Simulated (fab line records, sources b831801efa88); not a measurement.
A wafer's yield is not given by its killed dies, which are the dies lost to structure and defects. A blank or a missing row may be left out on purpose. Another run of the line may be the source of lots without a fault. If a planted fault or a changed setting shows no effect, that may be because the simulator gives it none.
What tool caused it? -- flow sky130 -- 6 lots, 18 wafers sampled, at 4 steps of a route of 708

## WHAT EACH GAUGE READ, for each wafer
SKY_CAPM_RS_MEAS_03: a four-point-probe measurement.
lot,measured,on,CAPM_TIN_RS (ohm/sq)
L186,day 38 16:34,film metro-04,6.88 6.92 6.89
L188,day 38 19:20,film metro-03,6.97 7.07 6.97
L193,day 39 20:16,film metro-02,6.98 6.90 7.01
L195,day 40 07:05,film metro-04,6.90 6.98 6.95
L202,day 42 03:46,film metro-03,6.87 6.85 6.84

## WHAT TOOL EACH LOT RAN ON (gives the tool, then ch and the chambers of the sampled wafers, and finally the start)
lot,SKY_METAL2_DESCUM_17,SKY_VIA2_STRIP_16,SKY_VIA2_CMP_24
L186,"rie metal-04 ch 0,1, day 37 12:10","plasma asher-04 ch 0,1, day 38 14:47","cmp-02 ch 0,1, day 38 15:52"
L188,"rie metal-04 ch 0,1, day 37 15:09","plasma asher-04 ch 0,1, day 38 17:38","cmp-01 ch 1,2,3, day 38 18:41"
L193,"rie metal-01 ch 0,1, day 38 15:49","plasma asher-03 ch 0,1, day 39 18:32","cmp-02 ch 0,3, day 39 19:38"
L195,"rie metal-04 ch 0,1, day 39 03:33","plasma asher-04 ch 0, day 40 05:28","cmp-01 ch 0,3, day 40 06:29"
L200,"rie metal-01 ch 0,1, day 40 16:19","plasma asher-03 ch 0,1, day 41 17:56","cmp-02 ch 0,1,3, day 41 18:58"
L202,"rie metal-01 ch 0,1, day 41 00:19","plasma asher-02 ch 0,1, day 42 02:08","cmp-01 ch 0,2,3, day 42 03:04"
- SKY_METAL2_DESCUM_17: chemistry O2, time 8 s.
- SKY_VIA2_STRIP_16: strips in O2/N2.
- SKY_VIA2_CMP_24: polishes, stops on SiO2, t overpolish 20 s, target thk 0 nm.

## THE ANSWER, worked out from the rows above alone
Rule: usual is defined by the lots themselves. The widest of any qualifying gaps counts: lots, ordered by their means at a reading, are off when they make up no more than a third of the lots, leave a main group of 4 or more, and stand apart from it by 3 or more times the standard deviation of that group's means. A main group is skipped when, at the precision printed for the reading in the tables above, its means are all equal. Also off: a lot with no number at a reading for which 4 or more lots have one. The other lots that the step has rows for count as sound.
Nothing can be told from this: no lot is off at any reading shown.

## WHAT WAS PUT IN BY THE SIMULATOR
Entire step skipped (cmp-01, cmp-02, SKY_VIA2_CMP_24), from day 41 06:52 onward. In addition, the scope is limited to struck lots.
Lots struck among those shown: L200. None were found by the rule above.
